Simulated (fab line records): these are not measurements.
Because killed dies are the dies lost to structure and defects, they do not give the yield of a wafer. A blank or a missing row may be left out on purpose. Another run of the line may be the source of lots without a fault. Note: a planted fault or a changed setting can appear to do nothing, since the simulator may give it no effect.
Struck lot and sound lot, side by side	flow sky130	29 steps out of a route of 708
Sound: these wafers, L425.1, L425.2, L425.3. Wafers L433.1, L433.2, L433.6 were the ones struck. The cause is given at the end.
Order at every step that has rows: each side's tool, ch and its chambers, its first start. Under that, the readings that differ: sound wafers	struck wafers	difference of the means	sigmas: that difference in standard deviations of wafers without a fault.
alike: readings with means less than 2 such deviations apart, plus words and numbers identical on both sides. not compared: withheld readings, readings lacking a value on some wafer, bounds such as >300 that could conceal the same value, and numbers that have no deviation in the record and whose values overlap.
Wherever a step has rows on one side only, a row that says differs or no value, or a row with sigmas, the two part there. Non-overlapping numbers with no deviation appear without sigmas and do not part them. Lack of a reading on every wafer of one side parts them only where that side has two or more wafers.

first, 9 steps without rows for these wafers: SKY_METAL3_DESCUM_15 (chemistry O2, time 8 s); SKY_METAL3_ETCH_16 (etches BARC in N2/H2, stops on SiO2, time 85.15 s, target depth 60 nm); SKY_METAL3_ETCH_17 (etches SiO2 in C4F8/O2/Ar, stops on TiN, time 3.9 s, target depth 15 nm); SKY_METAL3_METAL_ETCH_18 (etches the open film in Cl2/BCl3, stops on SiO2, target depth 845 nm, time 183.1 s); SKY_METAL3_STRIP_19 (strips in O2/N2); SKY_METAL3_STRIP_20 (strips in post etch residue remover, time 1200 s); SKY_METAL3_CLEAN_21 (cleans in IPA, time 180 s); SKY_METAL3_CLEAN_22 (cleans in O3/DIW); SKY_VIA3_HDPCVD_00 (deposits SiO2, target thk 1635 nm, time 272.5 s).
SKY_VIA3_CMP_02: polishes SiO2.
  sound on cmp-01 ch 0,2,3, day 39 09:22; struck on cmp-02 ch 0,1,3, day 41 19:33
  no value came back on the struck wafers for edgeZonePressureFrac, headPressurePsi (psi), motorCurrentA (A); on the sound wafers edgeZonePressureFrac reads 1.005 0.999 0.996
reading	sound	struck	difference	sigmas
model.SiO2_of_VIA3_HDPCVD_00.thkNm (nm)	464.1 464 464	1666 1660 1658	+1197	
SKY_VIA3_BOW_MEAS_03:
  sound on filmMetro-02, day 39 09:37; struck on filmMetro-03, day 41 19:48
reading	sound	struck	difference	sigmas
VIA3_BOW (um)	72 69 75	131 132 132	+60	+9
then, 9 steps without rows for these wafers: SKY_VIA3_DEHYDRATE_04 (time 60 s); SKY_VIA3_HMDS_05 (prime time 60 s); SKY_VIA3_COAT_06 (resist thk 60 nm); SKY_VIA3_COAT_07 (resist thk 450 nm); SKY_VIA3_SOFTBAKE_08 (time 90 s); SKY_VIA3_EXPOSE_09 (exposes mask VIM3, target cd 200 nm); SKY_VIA3_PEB_10; SKY_VIA3_DEVELOP_11 (develop time 60 s); SKY_VIA3_ETCH_14 (etches BARC in N2/H2, stops on SiO2, time 45.9 s, target depth 60 nm).
SKY_VIA3_ETCH_15: etches SiO2 in C4F8/O2/Ar, stops on TiN, target depth 507 nm, time 78 s.
  sound on rieDiel-03 ch 0,1,3, day 40 10:56; struck on rieDiel-03 ch 0,1,3, day 42 19:56
reading	sound	struck	difference	sigmas
oesProductAu (a.u.)	0.956 0.946 0.942	1.592 1.601 1.604	+0.651	+99 or more
model.etch.depthNm (nm)	464.1 464 464	492.5 500 498.7	+33.0	
model.VIA3.featureDepthNm (nm)	464.1 464 464	492.5 500 498.7	+33.0	
  not compared: rfHoursCounterH
then, 6 steps without rows for these wafers: SKY_VIA3_STRIP_16 (strips in O2/N2); SKY_VIA3_STRIP_17 (strips in post etch residue remover, time 1200 s); SKY_VIA3_CLEAN_18 (cleans in IPA, time 180 s); SKY_VIA3_CLEAN_19 (cleans in O3/DIW); SKY_VIA3_SPUTTER_20 (material TiN, target thk 20 nm, time 80 s); SKY_VIA3_CVD_21 (deposits W, target thk 390 nm, time 117.31 s).
SKY_VIA3_CMP_24: polishes, stops on SiO2, t overpolish 20 s, target thk 0 nm.
  sound on cmp-02 ch 0,1,3, day 40 11:56; struck on cmp-01 ch 1,2, day 42 21:01
reading	sound	struck	difference	sigmas
model.SiO2_of_VIA3_HDPCVD_00.thkNm (nm)	459.7 459.6 459.6	1661 1655 1653	+1197	
  alike: edgeZonePressureFrac, headPressurePsi, motorCurrentA
-- the record jumps here: 6 days lie between the struck wafers' starts before and after (it left off in module VIA3 and takes up again in module PAD_OPEN, whose first step shown is number 708 of the route) --
SKY_PAD_OPEN_PROBE_99:
  sound on prober-02, day 46 11:56; struck on prober-02, day 48 10:08
reading	sound	struck	difference	sigmas
defectLimitedYield (%)	82.7 84.1 79.5	0 0 0	-82	-46
killed_at_M0_to_M3	39 44 50	451 450 450	+406	+59
killedDies	85 78 101	492 492 492	+404	+45
killedOnRim	19 19 24	96 96 96	+75	+21
sort_bin_5_function (%)	10.4 9.8 11.8	94.1 93.3 93.1	+82.8	+59
sortNPass	407 414 391	0 0 0	-404	-45
sortYieldPct (%)	82.7 84.1 79.5	0 0 0	-82	-46
  alike: killed_at_M4_up, killedAtContacts, killedAtFrontEnd, killedOpen, killedShort, sort_bin_3_pad_short, sort_bin_6_memory

== WHERE THEY PART ==
Last at SKY_PAD_OPEN_PROBE_99 as far as this record goes, first at SKY_VIA3_CMP_02.

WHY: what the simulator had put in
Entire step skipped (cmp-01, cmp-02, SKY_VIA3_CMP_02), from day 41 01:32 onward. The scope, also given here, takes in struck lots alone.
